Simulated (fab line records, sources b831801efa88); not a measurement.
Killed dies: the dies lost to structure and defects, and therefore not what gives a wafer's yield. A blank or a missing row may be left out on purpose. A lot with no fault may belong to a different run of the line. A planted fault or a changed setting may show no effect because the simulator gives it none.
Which of the tools did it? + flow sky130 + 42 wafers from 14 lots sampled at 6 of the route's 708 steps

## WHAT EACH GAUGE READ, for each wafer
SKY_PWDE_OVL_MEAS_07. Usual: PWDE_OVL gives -0.5 nm (standard deviation 1.2).
| lot  | measured    | on         | PWDE_OVL (nm)  | flag |
|------|-------------|------------|----------------|------|
| L550 | day 4 04:01 | overlay-01 | -2.6 -1.3 -0.8 |      |
| L551 | day 4 04:29 | overlay-02 | -0.2 -0.8 -3.1 |      |
| L553 | day 4 13:52 | overlay-02 | 0.4 -0.5 0.9   |      |
| L554 | day 4 19:19 | overlay-01 | 1.9 -0.9 -0.1  |      |
| L555 | day 5 04:55 | overlay-02 | -2.0 -2.2 -1.5 |      |
| L557 | day 5 13:50 | overlay-01 | 0.0 -0.2 -0.4  |      |
| L556 | day 5 13:50 | overlay-02 | 2.0 -0.7 2.3   |      |
| L565 | day 7 11:40 | overlay-02 | -0.9 -1.1 -0.2 |      |
| L566 | day 7 14:08 | overlay-01 | -1.6 -0.2 0.2  |      |
| L569 | day 8 07:37 | overlay-02 | -0.8 -2.0 -1.3 |      |
| L570 | day 8 12:47 | overlay-01 | -1.4 -0.9 -0.7 |      |
| L571 | day 8 16:44 | overlay-01 | 0.0 -0.5 -1.5  |      |
| L572 | day 9 00:40 | overlay-02 | 1.6 -1.2 0.3   |      |
| L573 | day 9 08:31 | overlay-02 | 2.1 -0.4 -0.7  |      |

SKY_NWELL_OVL_MEAS_10. Usual: NWELL_00_OVL gives 0.2 nm (standard deviation 1.8).
| lot  | measured     | on         | NWELL_00_OVL (nm) | flag |
|------|--------------|------------|-------------------|------|
| L550 | day 4 21:46  | overlay-01 | -0.1 1.0 -1.4     |      |
| L551 | day 4 22:26  | overlay-02 | 2.3 1.6 2.1       |      |
| L553 | day 5 07:31  | overlay-02 | -1.9 -1.3 -0.6    |      |
| L554 | day 5 12:56  | overlay-01 | 3.5 3.3 2.9       |      |
| L555 | day 5 22:22  | overlay-01 | 3.2 2.1 3.0       |      |
| L557 | day 6 07:37  | overlay-01 | -0.6 -0.1 0.0     |      |
| L556 | day 6 07:17  | overlay-01 | -0.3 1.4 0.3      |      |
| L565 | day 8 07:43  | overlay-01 | - - -             | OFF  |
| L566 | day 8 11:07  | overlay-01 | - - -             | OFF  |
| L569 | day 9 04:52  | overlay-02 | -0.4 0.8 0.2      |      |
| L570 | day 9 10:32  | overlay-02 | -2.7 -3.8 -3.6    |      |
| L571 | day 9 14:24  | overlay-02 | -0.2 -1.0 0.7     |      |
| L572 | day 9 22:17  | overlay-02 | -1.9 -1.4 -2.7    |      |
| L573 | day 10 06:55 | overlay-02 | -2.2 -2.5 -2.4    |      |

SKY_NWELL_TW_MEAS_26. Usual: NWELL_2_TW gives 500 (standard deviation 5.5).
| lot  | measured     | on            | NWELL_2_TW     | flag |
|------|--------------|---------------|----------------|------|
| L550 | day 5 15:45  | film_metro-03 | 496 496 498    |      |
| L551 | day 5 17:01  | film_metro-03 | 495 493 496    |      |
| L553 | day 6 01:51  | film_metro-02 | 497 498 496    |      |
| L554 | day 6 07:31  | film_metro-03 | 492 493 492    |      |
| L555 | day 6 17:22  | film_metro-01 | 508 509 508    |      |
| L557 | day 7 03:52  | film_metro-01 | 506 506 506    |      |
| L556 | day 7 03:31  | film_metro-03 | 494 493 495    |      |
| L565 | day 9 05:16  | film_metro-01 | 1870 1867 1858 | OFF  |
| L566 | day 9 10:40  | film_metro-01 | 1867 1862 1873 | OFF  |
| L569 | day 10 03:03 | film_metro-01 | 507 507 509    |      |
| L570 | day 10 09:46 | film_metro-02 | 501 501 501    |      |
| L571 | day 10 13:34 | film_metro-01 | 507 509 504    |      |
| L572 | day 10 22:36 | film_metro-03 | 492 498 494    |      |
| L573 | day 11 06:13 | film_metro-02 | 496 496 498    |      |

SKY_VT_ADJUST_LVTN_TW_MEAS_21. Usual: VT_ADJUST_LVTN_2_TW gives 189.4 (standard deviation 2.5).
| lot  | measured     | on            | VT_ADJUST_LVTN_2_TW | flag |
|------|--------------|---------------|---------------------|------|
| L550 | day 8 01:52  | film_metro-01 | 192.8 192.2 191.4   |      |
| L551 | day 8 02:46  | film_metro-03 | 188.6 189.1 187.9   |      |
| L553 | day 8 12:28  | film_metro-04 | 186.7 185.4 187.3   |      |
| L554 | day 8 18:49  | film_metro-04 | 188.3 187.5 186.8   |      |
| L555 | day 9 07:31  | film_metro-04 | 187.5 187.0 188.5   |      |
| L557 | day 9 19:32  | film_metro-01 | 192.5 192.3 193.1   |      |
| L556 | day 9 16:26  | film_metro-04 | 188.9 187.1 187.9   |      |
| L565 | day 12 02:03 | film_metro-01 | 191.1 191.1 191.3   |      |
| L566 | day 12 07:50 | film_metro-04 | 187.1 188.9 187.3   |      |
| L569 | day 13 02:15 | film_metro-01 | 192.1 192.2 193.2   |      |
| L570 | day 13 10:07 | film_metro-03 | 187.2 187.0 187.7   |      |
| L571 | day 13 13:04 | film_metro-03 | 186.2 187.4 187.3   |      |
| L572 | day 13 21:54 | film_metro-01 | 191.5 191.7 191.9   |      |
| L573 | day 14 06:34 | film_metro-01 | 191.3 191.5 191.0   |      |

SKY_VT_ADJUST_NCORE_CD_MEAS_07: target cd 380 nm. Usual: 380.0 nm for cd_nm, sd 2.4.
| lot  | measured     | on        | cd_nm (nm)        | flag |
|------|--------------|-----------|-------------------|------|
| L550 | day 8 22:22  | cd_sem-02 | 379.4 381.7 379.4 |      |
| L551 | day 8 23:23  | cd_sem-01 | 383.6 383.4 383.7 |      |
| L553 | day 9 09:49  | cd_sem-02 | 382.2 382.1 379.2 |      |
| L554 | day 9 15:23  | cd_sem-01 | 379.0 378.8 377.0 |      |
| L555 | day 10 05:29 | cd_sem-02 | 375.3 377.4 376.2 |      |
| L557 | day 10 18:11 | cd_sem-01 | 381.1 377.8 380.7 |      |
| L556 | day 10 14:33 | cd_sem-02 | 381.9 384.3 376.9 |      |
| L565 | day 13 02:01 | cd_sem-02 | 377.0 377.8 377.3 |      |
| L566 | day 13 08:09 | cd_sem-01 | 381.5 381.4 382.0 |      |
| L569 | day 14 02:40 | cd_sem-01 | 379.1 379.6 378.2 |      |
| L570 | day 14 09:43 | cd_sem-02 | 378.1 378.0 378.9 |      |
| L571 | day 14 13:57 | cd_sem-01 | 381.8 382.1 382.9 |      |
| L572 | day 14 22:16 | cd_sem-01 | 375.0 378.8 378.9 |      |
| L573 | day 15 07:52 | cd_sem-02 | 382.7 379.9 383.6 |      |

## TOOL THAT RAN EACH LOT (tool first, then ch and the chambers of the sampled wafers, then the start)
| lot  | SKY_NWELL_COAT_05                |
|------|----------------------------------|
| L550 | litho_track-01 ch 0, day 4 12:23 |
| L551 | litho_track-01 ch 0, day 4 13:04 |
| L553 | litho_track-01 ch 0, day 4 22:44 |
| L554 | litho_track-03 ch 0, day 5 03:44 |
| L555 | litho_track-03 ch 0, day 5 14:08 |
| L557 | litho_track-04 ch 0, day 5 22:02 |
| L556 | litho_track-01 ch 0, day 5 21:56 |
| L565 | litho_track-01, day 7 21:02      |
| L566 | litho_track-04, day 8 00:52      |
| L569 | litho_track-03 ch 0, day 8 17:40 |
| L570 | litho_track-03 ch 0, day 8 23:43 |
| L571 | litho_track-03 ch 0, day 9 03:34 |
| L572 | litho_track-04 ch 0, day 9 11:01 |
| L573 | litho_track-04 ch 0, day 9 19:25 |
- SKY_NWELL_COAT_05: resist thk 3000 nm.

## AS READ BY THE TOOLS THEMSELVES (means over the sampled wafers that have a number; for cases with no such wafer, the mark the record gives instead)
SKY_NWELL_COAT_05. Usual: chill_plate_temp_C 23.00 C, standard deviation 0.11; dispense_pressure_kPa 50.6 kPa, standard deviation 2.7.
| lot  | tool           | chill_plate_temp_C (C) | dispense_pressure_kPa (kPa) | flag |
|------|----------------|------------------------|-----------------------------|------|
| L550 | litho_track-01 | 23.08                  | 55.3                        |      |
| L551 | litho_track-01 | 23.04                  | 55.3                        |      |
| L553 | litho_track-01 | 23.03                  | 55.3                        |      |
| L554 | litho_track-03 | 23.10                  | 50.9                        |      |
| L555 | litho_track-03 | 22.95                  | 50.9                        |      |
| L557 | litho_track-04 | 22.96                  | 48.2                        |      |
| L556 | litho_track-01 | 22.90                  | 55.3                        |      |
| L565 | litho_track-01 | -                      | -                           | OFF  |
| L566 | litho_track-04 | -                      | -                           | OFF  |
| L569 | litho_track-03 | 22.89                  | 50.9                        |      |
| L570 | litho_track-03 | 22.93                  | 50.9                        |      |
| L571 | litho_track-03 | 22.96                  | 50.9                        |      |
| L572 | litho_track-04 | 23.14                  | 48.2                        |      |
| L573 | litho_track-04 | 23.08                  | 48.2                        |      |

## THE ANSWER, worked out from the rows above alone
Rule: a lot counts as off when the mean over its wafers that have a number is more than 3 standard deviations away from the usual mean. Also off: a lot with no number at a reading for which 4 or more lots have one. Any other lot the step has rows for is counted as sound. The gauges are gone through in route order, then the tools' own readings, and for those a lot's mean is taken as printed above. The first step at which some lot is off is used, and at that step the reading that is off furthest; a lot without a number counts as furthest.
Off: L565, L566, seen at SKY_NWELL_OVL_MEAS_10 (NWELL_00_OVL). Without a number there: L565, L566.
If a tool, at a process step before that reading, ran all the lots that are off and no sound lot after the first of them, it fits. Not tried: the gauges at SKY_NWELL_OVL_MEAS_10; whatever is off there is also off at SKY_NWELL_TW_MEAS_26, on other tools, and gauge error can't account for it. Of those tried, none fits.

## WHAT HAD BEEN PUT IN BY THE SIMULATOR
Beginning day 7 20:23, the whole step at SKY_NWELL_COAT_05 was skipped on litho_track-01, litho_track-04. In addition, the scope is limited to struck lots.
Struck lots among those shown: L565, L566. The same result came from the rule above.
